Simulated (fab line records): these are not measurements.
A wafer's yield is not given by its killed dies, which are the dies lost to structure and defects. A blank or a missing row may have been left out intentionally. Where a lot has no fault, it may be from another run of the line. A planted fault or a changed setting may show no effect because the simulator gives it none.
Comparing a struck lot with a sound one | flow sky130 | 15 out of 708 route steps
Sound: these wafers, L437.1, L437.2, L437.4. Struck: wafers L445.3, L445.5, L445.6. At the end, the cause is stated.
Order at every step that has rows: each side's tool, ch and its chambers, its first start. Under that, the readings that differ: sound wafers | struck wafers | difference of the means | sigmas: that difference in standard deviations of wafers without a fault.
alike: readings with means less than 2 such deviations apart, plus words and numbers identical on both sides. not compared: withheld readings, readings lacking a value on some wafer, bounds such as >300 that could conceal the same value, and numbers that have no deviation in the record and whose values overlap.
The two part at a step that has a row with sigmas, a row that says differs or no value, or rows on one side only. Non-overlapping numbers with no deviation appear without sigmas and do not part them. Lack of a reading on every wafer of one side parts them only where that side has two or more wafers.

SKY_CAP2M_SPUTTER_02: material TiN, target thk 200 nm, time 166.7 s.
  sound on pvd_sputter-04, day 39 22:14; struck on pvd_sputter-04, day 42 06:38
  alike: throttle_valve_pct
SKY_CAP2M_RS_MEAS_03: a four-point-probe measurement.
  sound on film_metro-01, day 39 22:20; struck on film_metro-01, day 42 06:47
  alike: CAP2M_TIN_RS
SKY_CAP2M_THK_MEAS_04: measures by xrf.
  sound on film_metro-01, day 39 22:28; struck on film_metro-01, day 42 06:53
  alike: CAP2M_TIN_THK
then, 7 steps without rows for these wafers: SKY_CAP2M_DEHYDRATE_05 (time 60 s); SKY_CAP2M_HMDS_06 (prime time 60 s); SKY_CAP2M_COAT_07 (resist thk 1140 nm); SKY_CAP2M_SOFTBAKE_08 (time 60 s); SKY_CAP2M_EXPOSE_09 (exposes mask CAP2M, target cd 1000 nm); SKY_CAP2M_PEB_10; SKY_CAP2M_DEVELOP_11 (develop time 60 s).
SKY_CAP2M_OVL_MEAS_12:
  sound on overlay-02, day 40 22:06; struck on overlay-01, day 43 05:41
  alike: CAP2M_OVL
SKY_CAP2M_METAL_ETCH_13: etches TiN in Cl2/BCl3, stops on SiO2, target depth 220 nm, time 62.9 s.
  sound on rie_metal-02 ch 0,1, day 40 22:08; struck on rie_metal-04 ch 0,1, day 43 05:44
  alike: drypump_motor_current_A, oes_product_au, throttle_valve_pct
  not compared: rf_hours_counter_h
SKY_CAP2M_STRIP_14: strips in O2/N2.
  sound on plasma_asher-04 ch 0,1, day 40 22:13; struck on plasma_asher-04 ch 0,1, day 43 05:49
  no value came back on the struck wafers for chamber_pressure_mTorr (mTorr), drypump_motor_current_A (A), oes_product_au (a.u.), strip_time_to_endpoint_s (s); on the sound wafers chamber_pressure_mTorr (mTorr) reads 1501.6 1500.7 1499.6
  reading                                    | sound | struck          | difference | sigmas
  model.NOVOLAK_of_CAP2M_COAT_07.thk_nm (nm) | 0 0 0 | 989.6 991 988.9 | +989.8     |
  not compared: rf_hours_counter_h
then, 1 step without rows for these wafers: SKY_CAP2M_STRIP_15 (strips in post etch residue remover, time 1200 s).
-- the record jumps here: 5 days lie between the struck wafers' starts before and after (it left off in module CAP2M and takes up again in module PAD_OPEN, whose first step shown is number 708 of the route) --
SKY_PAD_OPEN_PROBE_99:
  sound on prober-02, day 45 22:58; struck on prober-01, day 47 20:58
  reading                  | sound          | struck                                                               | difference                   | sigmas
  hold                     | - - -          | await_dispo/0.9h/scrap await_dispo/0.9h/scrap await_dispo/0.9h/scrap | no value on the sound wafers |
  defect_limited_yield (%) | 81.9 83.7 85.2 | 0.8 0.6 0.4                                                          | -83.0                        | -46
  killed_at_M0_to_M3       | 58 38 30       | 13 4 4                                                               | -35                          | -5
  killed_at_contacts       | 20 30 25       | 4 6 6                                                                | -20                          | -4
  killed_at_front_end      | 7 12 17        | 0 3 0                                                                | -11                          | -3
  killed_at_other          | 0 0 0          | 471 476 480                                                          | +476                         | +99 or more
  killed_dies              | 89 80 73       | 488 489 490                                                          | +408                         | +47
  killed_on_rim            | 17 16 12       | 96 96 94                                                             | +80                          | +22
  killed_open              | 52 37 38       | 12 7 7                                                               | -34                          | -5
  killed_short             | 37 43 35       | 5 6 3                                                                | -34                          | -6
  sort_bin_3_pad_short (%) | 0.6 1.2 0.6    | 22.0 23.8 24.0                                                       | +22.5                        | +55
  sort_bin_5_function (%)  | 10.0 9.1 8.5   | 75.8 72.0 71.5                                                       | +63.9                        | +43
  sort_bin_6_memory (%)    | 7.5 5.9 5.7    | 1.4 3.7 4.1                                                          | -3.3                         | -3
  sort_n_pass              | 403 412 419    | 4 3 2                                                                | -408                         | -47
  sort_yield_pct (%)       | 81.9 83.7 85.2 | 0.8 0.6 0.4                                                          | -83.0                        | -46
  alike: killed_at_M4_up

== WHERE THEY PART ==
First at SKY_CAP2M_STRIP_14; last, within this record, at SKY_PAD_OPEN_PROBE_99.

WHY: whatever the simulator had introduced
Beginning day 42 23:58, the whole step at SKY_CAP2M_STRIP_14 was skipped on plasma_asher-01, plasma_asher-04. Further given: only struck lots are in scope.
